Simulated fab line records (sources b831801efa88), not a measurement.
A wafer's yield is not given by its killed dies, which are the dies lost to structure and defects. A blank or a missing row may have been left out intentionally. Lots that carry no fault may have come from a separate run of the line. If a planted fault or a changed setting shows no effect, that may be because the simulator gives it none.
Comparing a struck lot with a sound one / flow sky130 / 28 out of 708 route steps
Sound: wafers L896.1, L896.4, L896.5. Struck: wafers L898.2, L898.3, L898.4. The cause comes at the end.
For every step that has rows: the tool of each side, followed by ch and its chambers, followed by its first start. Under that, the readings that differ: sound wafers / struck wafers / difference of the means / sigmas: that difference in standard deviations of wafers without a fault.
alike: same words and numbers on both sides, and readings whose means sit less than 2 such deviations apart. not compared: any withheld reading, any reading some wafer has no value for, any bound like >300 that may hide the same value, and any number with overlapping values for which the record gives no deviation.
Wherever a step has rows on one side only, a row that says differs or no value, or a row with sigmas, the two part there. When numbers do not overlap yet have no deviation, they are printed without sigmas and do not part them. A reading missing from all wafers of one side parts the sides only when that side holds two or more wafers.

SKY_SD_P_OVL_MEAS_08:
  struck on overlay-02, day 28 18:12; sound on overlay-02, day 26 16:20
  alike: SD_P_OVL
next, for these wafers, 1 step has no rows: SKY_SD_P_IMPLANT_09.
SKY_SD_P_STRIP_10: strips in O2/N2.
  sound on plasma-asher-03 ch 0,1, day 26 16:32; struck on plasma-asher-03 ch 0,1, day 28 18:23
  alike: chamber-pressure-mTorr, drypump-motor-current-A, o2-flow-sccm, oes-product-au, strip-time-to-endpoint-s
  not compared: rf-hours-counter-h
SKY_SD_P_TW_MEAS_11:
  struck on film-metro-02, day 28 18:29; sound on film-metro-04, day 26 16:38
reading=SD_P_TW; sound=2757 2768 2768; struck=2822 2815 2809; difference=+51; sigmas=+2
then, 8 steps without rows for these wafers: SKY_RES_XHIGH_DEHYDRATE_00 (time 60 s); SKY_RES_XHIGH_HMDS_01 (prime time 60 s); SKY_RES_XHIGH_COAT_02 (resist thk 1140 nm); SKY_RES_XHIGH_SOFTBAKE_03 (time 60 s); SKY_RES_XHIGH_EXPOSE_04 (exposes mask URPM, target cd 1270 nm); SKY_RES_XHIGH_PEB_05; SKY_RES_XHIGH_DEVELOP_06 (develop time 60 s); SKY_RES_XHIGH_IMPLANT_07.
SKY_RES_XHIGH_STRIP_08: strips in O2/N2.
  sound on plasma-asher-02 ch 1, day 27 21:40; struck on plasma-asher-01 ch 0,1, day 29 21:49
  no value came back on the struck wafers for any of 5 readings (chamber-pressure-mTorr (mTorr), drypump-motor-current-A (A) and others); on the sound wafers chamber-pressure-mTorr (mTorr) reads 1502.1 1500.4 1500.7
reading=model.NOVOLAK_of_RES_XHIGH_COAT_02.thk-nm (nm); sound=0 0 0; struck=1142 1143 1144; difference=+1143; sigmas=
  not compared: rf-hours-counter-h
SKY_RES_XHIGH_TW_MEAS_09:
  struck on film-metro-02, day 29 21:56; sound on film-metro-04, day 27 21:46
  alike: RES_XHIGH_TW
then, 7 steps without rows for these wafers: SKY_SD_N_DEHYDRATE_00 (time 60 s); SKY_SD_N_HMDS_01 (prime time 60 s); SKY_SD_N_COAT_02 (resist thk 1140 nm); SKY_SD_N_SOFTBAKE_03 (time 60 s); SKY_SD_N_EXPOSE_04 (exposes mask NSDM, target cd 380 nm); SKY_SD_N_PEB_05; SKY_SD_N_DEVELOP_06 (develop time 60 s).
SKY_SD_N_CD_MEAS_07: target cd 380 nm.
  struck on cd-sem-01, day 31 01:26; sound on cd-sem-02, day 29 01:10
  alike: cd-nm
SKY_SD_N_OVL_MEAS_08:
  struck on overlay-01, day 31 01:32; sound on overlay-01, day 29 01:17
  alike: SD_N_OVL
then, 2 steps without rows for these wafers: SKY_SD_N_IMPLANT_09; SKY_SD_N_IMPLANT_10.
SKY_SD_N_STRIP_11: strips in O2/N2.
  sound on plasma-asher-04 ch 0, day 29 01:38; struck on plasma-asher-02 ch 0,1, day 31 01:52
reading=oes-product-au (a.u.); sound=0.529 0.525 0.528; struck=0.614 0.613 0.612; difference=+0.086; sigmas=+21
reading=strip-time-to-endpoint-s (s); sound=22.49 22.48 22.52; struck=39.55 39.59 39.52; difference=+17.06; sigmas=+99 or more
  alike: chamber-pressure-mTorr, drypump-motor-current-A, o2-flow-sccm
  not compared: rf-hours-counter-h
SKY_SD_N_TW_MEAS_12:
  struck on film-metro-02, day 31 01:59; sound on film-metro-04, day 29 01:44
reading=SD_N_TW; sound=3923 3942 3929; struck=30 30 30; difference=-3901; sigmas=-99 or more
then, 1 step without rows for these wafers: SKY_SD_N_CLEAN_13 (cleans in SC1/SC2, time 150 s).

WHERE THEY PART
At SKY_SD_P_TW_MEAS_11 first; at SKY_SD_N_TW_MEAS_12 last (within this record only).

WHY: what the simulator had put in
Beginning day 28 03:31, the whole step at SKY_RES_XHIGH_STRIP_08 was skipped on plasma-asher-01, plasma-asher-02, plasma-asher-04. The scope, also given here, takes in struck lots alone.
